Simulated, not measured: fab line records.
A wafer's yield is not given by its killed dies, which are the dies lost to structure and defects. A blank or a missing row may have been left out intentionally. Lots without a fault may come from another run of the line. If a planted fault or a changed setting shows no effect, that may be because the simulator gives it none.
fab line records	flow sky130
record lots=5	wafers=15	last_day=50
route steps=708 shown CONTACT@410 PAD_OPEN@708
lots untouched by any fault: they come from a run of this same line in which no faults occurred
start_h: hours from the record's first day to the start of the lot's first wafer shown	wait_h: hours from the lot's prior step to this one	" repeats the value in the row above	L1.1+2: a row that stands for several wafers	- no value, or no start was given	* or withheld: withheld	< > ~ a bound
route shown NAME@n: a module of which the file shows steps, and the number in the route of the first	usual: mean/standard deviation of fault-free wafers	same: alike in all rows	chamber/n: place in a boat	sites: readings site by site	_std_site: the standard deviation of these	_edge_site: mean of outer sites minus mean of inner sites	radius_mm: how far each site lies from the wafer's centre	mask NAME#n: copy n	behind: the most recent tool/chamber to have shaped the wafer	hold: why the lot was held/for how many hours/how that ended	device: whichever transistor did not switch (one of n, p or np)	end of line: the tests these same wafers got at the end of their route	for a step that has no rows: nothing shown but its recipe	killed: dies lost to structure and defects at the first sort, not the wafer's yield	map: dies across one wafer; x = killed, . = not, _ = none there
set.NAME: setting as actually run; set.NAME@STEP: the setting as run at that earlier step	model.NAME: the simulator's own value behind a step, which no gauge read
lots at some steps of the route; a table a step, a row a wafer
services: when a tool's chamber went out of use (start_h, in hours from the record's first day, below 0 if earlier), for how many hours, and the reason
## steps
# step SKY_CONTACT_CMP_04
# recipe material=SiO2	down_force_psi=4	platen_rpm=60	pad_velocity_m_s=0.94248
# usual edge_zone_pressure_frac=1.000/0.0045	motor_current_A=12.2/1.4	time_to_endpoint_s=82/4
lot.wafer	tool	chamber	start_h	wait_h	edge_zone_pressure_frac	motor_current_A	time_to_endpoint_s
L620.3	cmp-01	0	717.08	0.1	1.001	12.7	96
L620.4	"	1	"	"	1.004	10.1	86
L620.6	"	2	"	"	0.997	12.5	96
L624.3	cmp-02	3	753.59	0.0	1.001	11.9	83
L624.2	"	2	"	"	1.009	11.7	79
L624.6	"	0	"	"	0.999	14.0	79
L634.4	cmp-01	3	820.35	0.1	0.999	14.6	83
L634.2	"	0	"	"	1.001	12.4	84
L634.5	"	3	"	"	0.996	14.5	85
L636.3	cmp-01	1	850.28	0.1	0.995	9.8	81
L636.5	"	0	"	"	0.997	12.1	86
L636.6	"	1	"	"	1.003	9.5	77
L641.3	cmp-02	0	875.86	0.2	0.994	13.2	83
L641.6	"	1	"	"	0.995	12.5	75
L641.5	"	2	"	"	0.997	11.2	77
# step SKY_CONTACT_BOW_MEAS_05
# recipe mode=bow
# usual CONTACT_BOW=84/7.5
lot.wafer	tool	chamber	start_h	wait_h	CONTACT_BOW[um]
L620.3	film_metro-03	-	717.32	0.2	73
L620.4	"	-	"	"	86
L620.6	"	-	"	"	79
L624.2	film_metro-03	-	753.91	0.1	83
L624.3	"	-	"	"	85
L624.6	"	-	"	"	86
L634.2	film_metro-01	-	820.62	0.2	86
L634.4	"	-	"	"	79
L634.5	"	-	"	"	86
L636.3	film_metro-04	-	850.57	0.2	84
L636.5	"	-	"	"	79
L636.6	"	-	"	"	83
L641.3	film_metro-01	-	876.05	0.1	78
L641.5	"	-	"	"	65
L641.6	"	-	"	"	72
# step SKY_CONTACT_DEHYDRATE_06
# recipe temp_c=200	time_s=60
# step SKY_CONTACT_HMDS_07
# recipe prime_time_s=60	prime_temp_c=120
# step SKY_CONTACT_COAT_08
# recipe resist=BARC	temp_c=withheld	time_s=withheld	spin_rpm=3000	resist_thk_nm=60
# step SKY_CONTACT_COAT_09
# recipe resist=KrF-thick	spin_rpm=3000	resist_thk_nm=450
# step SKY_CONTACT_SOFTBAKE_10
# recipe temp_c=100	time_s=90	resist=KrF-thick
# step SKY_CONTACT_EXPOSE_11
# recipe mask_id=CTM1	na=0.8	source_shape=annular	sigma_inner=0.55	sigma_outer=0.85	target_cd_nm=170	dose_mj=38
# step SKY_CONTACT_PEB_12
# recipe peb_temp_c=withheld	peb_time_s=withheld	resist=KrF-thick
# step SKY_CONTACT_DEVELOP_13
# recipe develop_time_s=60	resist=KrF-thick	dev_temp_c=21
# step SKY_CONTACT_CD_MEAS_14
# recipe target_cd_nm=170
# usual cd_nm=169.4/1.9
lot.wafer	tool	chamber	start_h	wait_h	cd_nm
L620.3	cd_sem-02	-	744.77	-	166.5
L620.4	"	-	"	"	164.3
L620.6	"	-	"	"	166.2
L624.2	cd_sem-02	-	781.57	-	165.5
L624.3	"	-	"	"	165.9
L624.6	"	-	"	"	166.2
L634.2	cd_sem-01	-	845.89	-	169.4
L634.4	"	-	"	"	168.5
L634.5	"	-	"	"	169.5
L636.3	cd_sem-01	-	876.64	-	168.8
L636.5	"	-	"	"	168.9
L636.6	"	-	"	"	169.0
L641.3	cd_sem-01	-	900.47	-	168.4
L641.5	"	-	"	"	168.1
L641.6	"	-	"	"	167.7
# step SKY_CONTACT_OVL_MEAS_15
# usual CONTACT_OVL=1/5.1
lot.wafer	tool	chamber	start_h	wait_h	CONTACT_OVL[nm]
L620.3	overlay-01	-	744.86	0.1	-2
L620.4	"	-	"	"	6
L620.6	"	-	"	"	0
L624.2	overlay-01	-	781.67	0.1	1
L624.3	"	-	"	"	7
L624.6	"	-	"	"	15
L634.2	overlay-02	-	846.00	0.1	-1
L634.4	"	-	"	"	10
L634.5	"	-	"	"	7
L636.3	overlay-01	-	876.73	0.1	-3
L636.5	"	-	"	"	-8
L636.6	"	-	"	"	-8
L641.3	overlay-02	-	900.56	0.1	-11
L641.5	"	-	"	"	-6
L641.6	"	-	"	"	-10
# step SKY_CONTACT_ETCH_16
# recipe chemistry=N2/H2	target=BARC	ion_energy_ev=200	source_w=500	bias_w=100	pressure_mtorr=30	n2_flow_sccm=100	h2_flow_sccm=200	stop_on=SiO2	time_s=45.9	target_depth_a=600
# usual bias_w=100.00/0.3	drypump_motor_current_A=5.6/0.37	oes_product_au=0.855/0.0047	rf_fwd_power_W=495.3/1.9	throttle_valve_pct=13.225/0.0085
# same time_s=45.9
lot.wafer	tool	chamber	start_h	wait_h	bias_w	drypump_motor_current_A	oes_product_au	rf_fwd_power_W	rf_hours_counter_h	throttle_valve_pct	model.KrF-thick_of_CONTACT_COAT_09.thk_nm	model.CONTACT.cd_nm
L620.3	rie_diel-02	3	744.88	0.0	99.80	5.7	0.843	495.9	10	13.216	392.4	166.2
L620.4	"	2	"	"	100.34	4.9	0.848	491.2	4	13.226	391.7	164.1
L620.6	"	1	"	"	99.95	6.4	0.857	492.8	-	13.233	390.9	165.7
L624.2	rie_diel-01	0	781.70	0.0	99.93	5.6	0.858	492.8	2	13.220	392.4	165.4
L624.3	"	2	"	"	99.77	6.0	0.859	497.4	10	13.226	392.4	165.9
L624.6	"	0	"	"	99.85	5.6	0.859	493.7	-	13.236	393.2	166.7
L634.2	rie_diel-01	1	846.03	0.0	100.01	5.4	0.857	497.8	15	13.220	367.8	173.8
L634.4	"	2	"	"	99.80	6.0	0.850	496.0	13	13.226	392.7	168.1
L634.5	"	2	"	"	99.97	6.0	0.858	496.5	-	13.232	391.4	169.5
L636.3	rie_diel-04	3	876.75	0.0	100.01	5.3	0.859	496.8	8	13.231	389.9	168.7
L636.5	"	0	"	"	99.76	5.3	0.859	492.3	-	13.234	393	168.6
L636.6	"	1	"	"	99.50	5.1	0.851	495.9	-	13.226	391.7	169.7
L641.3	rie_diel-02	2	900.59	0.0	100.39	4.9	0.858	496.0	8	13.232	391.1	168.5
L641.5	"	0	"	"	99.63	5.5	0.846	493.8	-	13.224	390.9	167.9
L641.6	"	3	"	"	99.50	5.7	0.849	496.9	-	13.221	390.2	167.2
# step SKY_CONTACT_ETCH_17
# recipe target=SiO2	chemistry=C4F8/O2/Ar	stop_on=Si3N4	mask_material=KrF-thick	source_w=1500	bias_w=1200	pressure_mtorr=40	c4f8_flow_sccm=withheld	O2_flow_sccm=6	Ar_flow_sccm=300	time_s=withheld	target_depth_a=3400
# usual bias_w=1200/3.7	oes_product_au=0.893/0.0051	rf_fwd_power_W=1488/4.8
lot.wafer	tool	chamber	start_h	wait_h	bias_w	oes_product_au	rf_fwd_power_W
L620.3	rie_diel-02	3	744.93	0.0	1199	0.898	1491
L620.4	"	2	"	"	1202	0.892	1489
L620.6	"	1	"	"	1201	0.892	1486
L624.2	rie_diel-01	0	781.75	0.0	1199	0.890	1486
L624.3	"	2	"	"	1196	0.886	1492
L624.6	"	0	"	"	1197	0.903	1489
L634.2	rie_diel-01	1	846.07	0.0	1203	0.897	1493
L634.4	"	2	"	"	1192	0.904	1485
L634.5	"	2	"	"	1199	0.898	1486
L636.3	rie_diel-04	3	876.80	0.0	1201	0.889	1491
L636.5	"	0	"	"	1200	0.890	1487
L636.6	"	1	"	"	1198	0.897	1482
L641.3	rie_diel-02	2	900.63	0.0	1199	0.896	1490
L641.5	"	0	"	"	1209	0.889	1480
L641.6	"	3	"	"	1201	0.887	1486
# step SKY_CONTACT_ETCH_18
# recipe target=Si3N4	chemistry=CHF3/O2	stop_on=TiN	source_w=600	bias_w=200	pressure_mtorr=40	chf3_flow_sccm=50	O2_flow_sccm=5	time_s=39	target_depth_a=750
# usual O2_flow_sccm=4.999/0.015	bias_w=200.0/0.63	drypump_motor_current_A=5.6/0.37	oes_product_au=0.855/0.0076	rf_fwd_power_W=593.7/2.2	throttle_valve_pct=8.793/0.0083
# same time_s=39
lot.wafer	tool	chamber	start_h	wait_h	O2_flow_sccm	bias_w	drypump_motor_current_A	oes_product_au	rf_fwd_power_W	rf_hours_counter_h	throttle_valve_pct	model.KrF-thick_of_CONTACT_COAT_09.thk_nm	model.CONTACT.cd_nm
L620.3	rie_diel-02	3	-	-	5.001	200.0	5.7	0.865	591.7	10	8.800	241.2	166.3
L620.4	"	2	"	"	5.006	200.1	4.9	0.867	595.9	4	8.795	241.8	164.1
L620.6	"	1	"	"	4.999	199.8	6.4	0.871	592.1	-	8.799	241.4	165.5
L624.2	rie_diel-01	0	-	-	5.000	200.9	5.6	0.839	590.9	2	8.785	244.2	165.5
L624.3	"	2	"	"	5.001	200.2	5.9	0.843	596.1	10	8.802	241.3	166.1
L624.6	"	0	"	"	4.976	199.6	5.6	0.842	593.4	-	8.791	245.3	166.7
L634.2	rie_diel-01	1	-	-	4.983	200.5	5.4	0.855	597.8	15	8.776	220.4	173.6
L634.4	"	2	"	"	5.021	200.3	5.9	0.857	593.5	13	8.786	242.9	168.4
L634.5	"	2	"	"	5.004	199.8	5.9	0.862	596.3	-	8.794	241.7	169.8
L636.3	rie_diel-04	3	-	-	4.978	200.9	5.3	0.855	593.6	8	8.786	237.2	168.6
L636.5	"	0	"	"	4.982	200.7	5.2	0.866	594.3	-	8.790	243.2	168.6
L636.6	"	1	"	"	5.027	200.1	5.2	0.860	591.8	-	8.812	241.3	169.8
L641.3	rie_diel-02	2	-	-	5.009	200.4	4.9	0.855	593.0	8	8.799	240.9	168.6
L641.5	"	0	"	"	5.015	199.3	5.5	0.870	586.9	-	8.806	240.4	168.1
L641.6	"	3	"	"	4.976	199.8	5.7	0.861	596.0	-	8.797	238.1	167.5
# step SKY_CONTACT_STRIP_19
# recipe chemistry=O2/N2	power_w=1400	pressure_mtorr=1500	platen_temp_c=withheld	o2_flow_sccm=3000	n2_flow_sccm=300	overash_fraction=0.5
# usual drypump_motor_current_A=6.12/0.17	oes_product_au=0.380/0.005	strip_time_to_endpoint_s=3.619/0.028
lot.wafer	tool	chamber	start_h	wait_h	drypump_motor_current_A	oes_product_au	rf_hours_counter_h	strip_time_to_endpoint_s
L620.3	plasma_asher-03	1	745.05	-	6.10	0.384	-	3.609
L620.4	"	0	"	"	6.44	0.381	-	3.615
L620.6	"	1	"	"	6.09	0.375	-	3.606
L624.2	plasma_asher-03	0	781.84	-	6.45	0.391	95	3.641
L624.3	"	0	"	"	6.48	0.384	-	3.606
L624.6	"	0	"	"	6.44	0.382	-	3.662
L634.2	plasma_asher-02	1	846.16	-	6.12	0.371	70	3.378
L634.4	"	0	"	"	5.99	0.388	-	3.610
L634.5	"	1	"	"	6.13	0.379	-	3.613
L636.3	plasma_asher-03	0	876.92	-	6.46	0.376	-	3.538
L636.5	"	1	"	"	6.08	0.377	-	3.628
L636.6	"	0	"	"	6.46	0.384	-	3.595
L641.3	plasma_asher-02	1	900.75	-	6.12	0.376	-	3.595
L641.5	"	1	"	"	6.14	0.373	-	3.604
L641.6	"	0	"	"	5.98	0.384	-	3.558
# step SKY_CONTACT_STRIP_20
# recipe chemistry=post_etch_residue_remover	time_s=1200	temp_c=72.5
# step SKY_PAD_OPEN_PROBE_99
# usual killed_at_M0_to_M3=45/7	killed_at_M4_up=3.4/1.8	killed_at_contacts=24/5.4	killed_at_front_end=16/4.8	killed_at_other=0.4/0.62	killed_dies=89/10	killed_open=48/7.2	killed_short=40/6.3
# same gross_dies=492	killed_at_back_side=0
lot.wafer	tool	chamber	start_h	wait_h	killed_at_M0_to_M3	killed_at_M4_up	killed_at_contacts	killed_at_front_end	killed_at_other	killed_dies	killed_open	killed_short
L620.3	prober-01	-	1081.52	0.2	50	3	26	18	0	97	56	41
L620.4	prober-01	-	1081.57	0.2	39	5	21	12	1	78	41	37
L620.6	prober-01	-	1081.67	0.2	43	3	24	23	1	94	46	48
L636.3	prober-01	-	1176.87	0.2	42	1	23	19	2	87	47	38
L636.5	prober-01	-	1176.97	0.2	40	3	21	12	0	76	47	29
L636.6	prober-01	-	1177.02	0.2	42	3	18	9	0	72	49	23
L641.3	prober-02	-	1193.96	0.2	44	3	21	17	2	87	42	43
L641.5	prober-02	-	1194.06	0.2	37	4	20	9	1	71	35	35
L641.6	prober-02	-	1194.11	0.2	34	3	21	15	0	73	34	39
# killed by level:class
L620.3 LI_CONTACT:geometric_particle:open=12 VIA1:geometric_particle:open=9 POLY_GATE:geometric_particle:short=7 CONTACT:geometric_particle:open=7 VIA2:geometric_particle:open=7 VIA3:geometric_particle:open=7 LOCAL_INTERCONNECT:geometric_particle:short=5 VIA1:geometric_particle:short=5
L620.4 CONTACT:geometric_particle:open=8 VIA2:geometric_particle:open=8 VIA1:geometric_particle:open=7 CONTACT:geometric_particle:short=6 LI_CONTACT:geometric_particle:open=5 VIA3:geometric_particle:open=5 POLY_GATE:geometric_particle:short=4 METAL2:geometric_particle:short=4
L620.6 VIA1:geometric_particle:open=12 POLY_GATE:geometric_particle:short=9 CONTACT:geometric_particle:open=7 POLY_GATE:geometric_particle:open=5 LI_CONTACT:geometric_particle:short=5 LI_CONTACT:geometric_particle:open=5 METAL1:geometric_particle:short=5 METAL2:geometric_particle:short=5
L636.3 VIA1:geometric_particle:open=10 LI_CONTACT:geometric_particle:open=8 POLY_GATE:geometric_particle:open=7 METAL2:geometric_particle:short=7 METAL1:geometric_particle:short=7 VIA2:geometric_particle:open=6 POLY_GATE:geometric_particle:short=4 CONTACT:geometric_particle:open=4
L636.5 CONTACT:geometric_particle:open=12 VIA1:geometric_particle:open=12 VIA2:geometric_particle:open=7 VIA1:geometric_particle:short=6 METAL1:geometric_particle:short=5 FIELD_ISO:geometric_particle:short=4 LI_CONTACT:geometric_particle:open=4 VIA3:geometric_particle:open=4
L636.6 VIA2:geometric_particle:open=12 VIA1:geometric_particle:open=7 CONTACT:geometric_particle:open=6 LI_CONTACT:geometric_particle:open=6 VIA3:geometric_particle:open=6 VIA1:geometric_particle:short=6 POLY_GATE:geometric_particle:open=3 METAL2:geometric_particle:open=3
L641.3 CONTACT:geometric_particle:open=10 METAL1:geometric_particle:short=7 VIA2:geometric_particle:open=7 METAL2:geometric_particle:short=6 METAL1:geometric_particle:open=5 VIA3:geometric_particle:open=5 POLY_GATE:geometric_particle:open=4 POLY_GATE:geometric_particle:short=4
L641.5 VIA1:geometric_particle:open=9 METAL1:geometric_particle:short=7 LI_CONTACT:geometric_particle:open=6 CONTACT:geometric_particle:open=6 VIA1:geometric_particle:short=6 POLY_GATE:geometric_particle:short=4 CONTACT:geometric_particle:short=4 METAL2:geometric_particle:short=4
L641.6 METAL2:geometric_particle:short=8 LI_CONTACT:geometric_particle:open=6 CONTACT:geometric_particle:open=6 METAL1:geometric_particle:short=6 VIA1:geometric_particle:open=5 LOCAL_INTERCONNECT:geometric_particle:short=4 SPACER:geometric_particle:short=3 FIELD_ISO:geometric_particle:open=3
## services
tool	chamber	start_h	hours	kind
rie_diel-01	2	698.04	8.8	repair
rie_diel-01	0	718.96	5.4	repair
rie_diel-01	2	723.79	4.3	repair
cmp-01	-	744.07	4.0	pm
cmp-01	-	748.07	-	consumable_replace:conditioner
cmp-01	-	748.07	-	consumable_replace:pad
rie_diel-02	2	759.69	8.5	repair
cmp-02	-	771.08	0.4	repair
rie_diel-04	1	774.78	1.4	repair
rie_diel-01	1	783.22	52.3	repair
rie_diel-02	-	785.65	0.3	repair
rie_diel-01	-	788.40	1.1	repair
plasma_asher-03	-	788.57	1.2	repair
rie_diel-02	3	803.67	1.5	repair
plasma_asher-03	-	805.26	26.3	pm
rie_diel-02	1	811.93	5.0	repair
rie_diel-01	3	822.50	3.9	repair
cmp-01	-	822.74	0.8	repair
cmp-02	-	839.59	19.0	pm
rie_diel-04	3	842.89	2.9	repair
rie_diel-01	3	874.57	11.6	repair
rie_diel-01	1	886.94	7.8	repair
rie_diel-02	-	887.63	0.6	repair
cmp-02	-	894.61	0.9	repair
## key
first_sign step=SKY_CONTACT_STRIP_19	reading=strip_time_to_endpoint_s	direction=down	sigmas=8.7	usual=*	struck=*
effect none on later readings
model_effect step=SKY_CONTACT_ETCH_16	value=KrF-thick_of_CONTACT_COAT_09.thk_nm	without=393.2	struck=367.8
model_effect step=SKY_CONTACT_ETCH_18	value=KrF-thick_of_CONTACT_COAT_09.thk_nm	without=245.9	struck=220.4
met_at SKY_CONTACT_ETCH_16
struck_wafers L634.2
tester_left_out L634
fault kind=process_parameter_drift	tool=rie_diel-01	chamber=1	onset_h=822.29	steps=SKY_CONTACT_ETCH_16	channel=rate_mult	offset=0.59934	shape=step	end_h=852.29
# tester_left_out: of these lots the tester's yield and bins aren't shown, on N5 and GAA mostly nor the transistor test; their killed dies are dies lost to structure and defects alone, not to doping, threshold or leakage, so they don't give the yield
